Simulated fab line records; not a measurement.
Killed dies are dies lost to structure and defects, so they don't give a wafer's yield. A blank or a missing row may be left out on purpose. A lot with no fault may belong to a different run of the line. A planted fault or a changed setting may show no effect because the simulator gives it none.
A struck lot beside a sound one / flow sky130 / 15 out of 708 route steps
Sound: these wafers, L288.1, L288.3, L288.6. Wafers L277.2, L277.4, L277.5 were the ones struck. The cause is given at the end.
Each step with rows lists, per side, the tool, then ch with its chambers, then its first start. Under that, the readings that differ: sound wafers / struck wafers / difference of the means / sigmas: that difference in standard deviations of wafers without a fault.
alike: a reading whose means differ by less than 2 such deviations, as well as words and numbers matching on both sides. not compared: withheld readings; readings where some wafer has no value; bounds like >300 that might hide an equal value; numbers whose values overlap and for which the record gives no deviation.
The two part at a step that has a row with sigmas, a row that says differs or no value, or rows on one side only. Numbers that don't overlap but have no deviation are shown without sigmas and don't part them. Lack of a reading on every wafer of one side parts them only where that side has two or more wafers.

first, 8 steps without rows for these wafers: SKY_CONTACT_DEHYDRATE_06 (time 60 s); SKY_CONTACT_HMDS_07 (prime time 60 s); SKY_CONTACT_COAT_08 (resist thk 60 nm); SKY_CONTACT_COAT_09 (resist thk 450 nm); SKY_CONTACT_SOFTBAKE_10 (time 90 s); SKY_CONTACT_EXPOSE_11 (exposes mask CTM1, target cd 170 nm); SKY_CONTACT_PEB_12; SKY_CONTACT_DEVELOP_13 (develop time 60 s).
SKY_CONTACT_CD_MEAS_14: target cd 170 nm.
  sound on cd-sem-01, day 37 15:37; struck on cd-sem-01, day 34 05:41
  alike: cd-nm
SKY_CONTACT_OVL_MEAS_15:
  sound on overlay-02, day 37 15:44; struck on overlay-01, day 34 05:48
  alike: CONTACT_OVL
SKY_CONTACT_ETCH_16: etches BARC in N2/H2, stops on SiO2, time 45.9 s, target depth 60 nm.
  sound on rie-diel-04 ch 1,2, day 37 15:47; struck on rie-diel-04 ch 0,1,3, day 34 05:50
  alike: bias-w, chamber-pressure-mTorr, drypump-motor-current-A, oes-product-au, throttle-valve-pct
  not compared: rf-hours-counter-h
SKY_CONTACT_ETCH_17: etches SiO2 in C4F8/O2/Ar, stops on Si3N4, target depth 340 nm.
  sound on rie-diel-04 ch 1,2, day 37 15:49; struck on rie-diel-04 ch 0,1,3, day 34 05:52
  alike: bias-w, chamber-pressure-mTorr, oes-product-au
SKY_CONTACT_ETCH_18: etches Si3N4 in CHF3/O2, stops on TiN, time 39 s, target depth 75 nm.
  sound on rie-diel-04 ch 1,2, day 37 15:00; struck on rie-diel-04 ch 0,1,3, day 34 05:00
reading=bias-w (W); sound=199.9 199.3 201.2; struck=358.9 360.5 359.7; difference=+159.6; sigmas=+99 or more
reading=model.KrF-thick_of_CONTACT_COAT_09.thk-nm (nm); sound=246 243.5 247.8; struck=225.8 222.2 224.3; difference=-21.7; sigmas=
reading=model.TiN_of_LOCAL_INTERCONNECT_SPUTTER_00.thk-nm (nm); sound=100.1 100.9 99.47; struck=99.1 98.93 98.71; difference=-1.2; sigmas=
  alike: chamber-pressure-mTorr, drypump-motor-current-A, oes-product-au, throttle-valve-pct
  not compared: rf-hours-counter-h
SKY_CONTACT_STRIP_19: strips in O2/N2.
  sound on plasma-asher-02 ch 0,1, day 37 15:55; struck on plasma-asher-04 ch 0,1, day 34 05:58
reading=oes-product-au (a.u.); sound=0.387 0.382 0.379; struck=0.368 0.368 0.369; difference=-0.014; sigmas=-3
reading=strip-time-to-endpoint-s (s); sound=3.676 3.659 3.698; struck=3.461 3.424 3.453; difference=-0.232; sigmas=-11
  alike: chamber-pressure-mTorr, drypump-motor-current-A
  not compared: rf-hours-counter-h
then, 1 step without rows for these wafers: SKY_CONTACT_STRIP_20 (strips in post etch residue remover, time 1200 s).

WHERE THEY PART
First at SKY_CONTACT_ETCH_18; last, within this record, at SKY_CONTACT_STRIP_19.

WHY: what the simulator had put in
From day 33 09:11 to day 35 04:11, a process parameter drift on rie-diel-04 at SKY_CONTACT_ETCH_18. The setting bias-w was moved by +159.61, starting from 200. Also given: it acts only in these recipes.
